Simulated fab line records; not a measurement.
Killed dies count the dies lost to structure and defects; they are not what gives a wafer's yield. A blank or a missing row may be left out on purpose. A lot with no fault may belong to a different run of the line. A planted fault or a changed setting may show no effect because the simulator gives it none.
One fault through the eyes of 2 desks | flow gf180mcu | only its own numbers are on each desk; what lay behind them is given at the end

== FROM THE METROLOGY DESK ==
Lot by lot, what the gauges showed, no matter which tool ran the lot: averages of those sampled wafers that carry a number. Any lot whose mean is over 4 standard deviations away from the usual mean is out of limits and marked OUT; that distance is given in the brackets.
Columns: A = M2_OVL at GF_M2_OVL_MEAS_15, usual 0 nm; B = V2_BOW at GF_V2_BOW_MEAS_05, usual 99 um; C = V3_W_RS at GF_V3_RS_MEAS_24, usual 0.3291 ohm/sq; D = V3_W_THK at GF_V3_THK_MEAS_25, usual 344 nm; E = M4_ALCU_RS at GF_M4_RS_MEAS_05, usual 0.0693 ohm/sq
lot  | first seen here | A  | B   | C                 | D              | E
L331 | day 19 01:45    | 5  | 95  | 0.3282            | 344            | 0.0697
L332 | day 19 13:50    | -2 | 105 | 0.3268            | 345            | 0.0689
L333 | day 20 16:41    | 2  | 86  | 0.3287            | 343            | 0.0698
L335 | day 21 00:22    | 0  | 103 | 0.3030 (-9.7) OUT | 379 (+9.6) OUT | 0.0693
L337 | day 21 09:08    | 0  | 90  | 0.3058 (-8.6) OUT | 382 (+10) OUT  | 0.0698
L345 | day 24 11:38    | 5  | 98  | 0.3273            | 349            | 0.0693
L349 | day 26 03:13    | -0 | 107 | 0.3285            | 345            | 0.0696
L351 | day 26 10:01    | -1 | 116 | 0.3276            | 346            | 0.0699
L352 | day 26 13:22    | -5 | 100 | 0.3232            | 350            | 0.0688
L353 | day 26 14:04    | 5  | 97  | 0.3297            | 344            | 0.0692
L354 | day 27 08:29    | 3  | 93  | 0.3331            | 338            | 0.0700
Finding of this desk: L335, L337 out of limits, first seen on L335 at day 24 09:14 (V3_W_RS at GF_V3_RS_MEAS_24). L331, L332, L333, L345, L349, L351, L352, L353, L354: within limits.

== THE TOOL OWNER'S DESK: cvd_w-01 ==
The tool's own readings at GF_V3_CVD_23 (deposits W, target thk 350 nm, time 104.9 s): means of the sampled wafers that have a number, for each lot that ran on this tool. Any lot whose mean is over 4 standard deviations away from the usual mean is out of limits and marked OUT; that distance is given in the brackets.
Columns: A = heater_power_w at GF_V3_CVD_23, usual 866 W
lot  | first seen here | A
L331 | day 22 06:58    | 841
L332 | day 22 19:01    | 858
L333 | day 23 16:55    | 842
L335 | day 24 09:08    | 848
L337 | day 24 13:01    | 843
L351 | day 29 04:01    | 834
L352 | day 29 06:22    | 835
L354 | day 30 00:14    | 856
This desk's finding: nothing out of limits on any of the 8 lots.

== BROUGHT TOGETHER ==
L335, L337 would have let the metrology desk raise an alarm at day 24 09:14.
The desk of the tool owner found nothing out of limits.
Tool owner's desk: L335, L337 on record, inside its limits.
The lots listed all ran GF_V3_CVD_23 on cvd_w-01.

== WHAT THE SIMULATOR HAD PUT IN ==
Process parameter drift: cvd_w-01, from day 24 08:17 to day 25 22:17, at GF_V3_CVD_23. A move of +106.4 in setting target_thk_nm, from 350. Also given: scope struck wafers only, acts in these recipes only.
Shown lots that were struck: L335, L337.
Delay in hours, fault start to first out-of-limits reading, per desk: metrology desk 1.
